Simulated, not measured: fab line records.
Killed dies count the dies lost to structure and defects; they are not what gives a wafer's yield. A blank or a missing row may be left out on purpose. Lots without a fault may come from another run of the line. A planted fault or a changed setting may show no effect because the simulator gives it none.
Code-filled problem report in 8D (eight disciplines) form | flow sky130 | the parts of the form that need people (team, actions taken, sign-off) are left out

1. PROBLEM STATEMENT
Wafers without a fault read 15, standard deviation 4.7; killed at front end at SKY_PAD_OPEN_PROBE_99 reads a mean of 58 on 6 wafers belonging to 2 lots. That puts it +9.0 standard deviations away from the usual mean.
First seen on wafer L208.2, day 49 04:00, on prober-01. The record holds 39 wafers of 13 lots with a number at this step. Rule for "out" (also "out of limits"): further than 4 standard deviations from the usual mean. The rest of the wafers with a number are treated as sound.

2. WHAT IT IS, AND WHAT IT ISN'T
question                    | is                     | is not
which readings at this step | killed at front end    | killed_at_M4_up, killed at contacts, killed at other, killed open
which lots                  | L208, L210             | L194, L196, L197, L198, L200, L201, L202, L212, L213, L214, L216
which wafers of those lots  | all that have a number | -
read on which tools         | prober-01              | prober-02
when                        | from day 49 04:00      | up to then (21 sound wafers); but 12 sound wafers of L212, L213, L214, L216 came after

3. WHAT RULES OUT EACH SUSPECT
Counting: a tool stays on the suspect list if, at a process step up to the reading, it processed all lots that are out and no sound lot following the first of them.
- wet bench-04 at SKY_FIELD_ISO_WET_ETCH_18 (etches Si3N4 in H3PO4, target depth 25 nm, time 286 s): kept. It ran every lot that is out, first L208 (day 5 06:10), and no sound lot after that; its last sound lot up to then is L201 (day 3 19:28).
- pecvd-04 at SKY_PASSIVATION_CVD_00 (deposits SiO2, target thk 90 nm): kept. It ran every lot that is out, first L208 (day 47 12:27), and no sound lot after that; its last sound lot up to then is L197 (day 44 13:55).
- pecvd-01 at SKY_PASSIVATION_CVD_02 (deposits Si3N4, target thk 540 nm): kept. It ran every lot that is out, first L208 (day 47 12:32), and no sound lot after that; its last sound lot up to then is L198 (day 44 17:04).
- prober-01 at SKY_PAD_OPEN_PROBE_99: ruled out as a lasting fault. The sound lots L212, L214, L216 went through it after L208, its earliest lot that is out (day 49 04:00).
After the count, these remain: wet bench-04 at SKY_FIELD_ISO_WET_ETCH_18, pecvd-04 at SKY_PASSIVATION_CVD_00 and pecvd-01 at SKY_PASSIVATION_CVD_02.

4. THE CAUSE (what the simulator had put in)
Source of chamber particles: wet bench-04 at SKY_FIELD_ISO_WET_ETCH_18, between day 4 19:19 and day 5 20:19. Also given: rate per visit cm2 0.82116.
3 suspects survive the count, and this tool is in that group.

5. THE EFFECT CHAIN, in route order
One row per reading whose mean, taken over the struck wafers that have a number, lies over 3 standard deviations from the usual. Scope: only readings with a usual standard deviation given in the record; hours: median across lots of the time from each lot's start at the first step in this table that gives one to its start at this step; sigmas: change in usual standard deviations.
hours | step                  | reading             | usual | on struck wafers | change | sigmas
0     | SKY_PAD_OPEN_PROBE_99 | killed at front end | 15    | 58               | +42    | +9.0
0     | SKY_PAD_OPEN_PROBE_99 | killed dies         | 87    | 127              | +40    | +4.1
Its process steps:
- SKY_PAD_OPEN_PROBE_99

6. HOW IT WOULD HAVE BEEN CAUGHT EARLIER
In this record no reading fell out of limits until day 49 04:00, 1065 hours after the fault had begun at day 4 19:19.
Tool readings at SKY_FIELD_ISO_WET_ETCH_18 with a usual standard deviation given in the record: none out on any struck wafer, hence no alarm at a limit of 4 standard deviations on them.
The start of SKY_FIELD_ISO_WET_ETCH_18 on wet bench-04 came by day 49 04:00 for every one of the lots that are out (2). A hold on the tool at that time would have spared none of them.
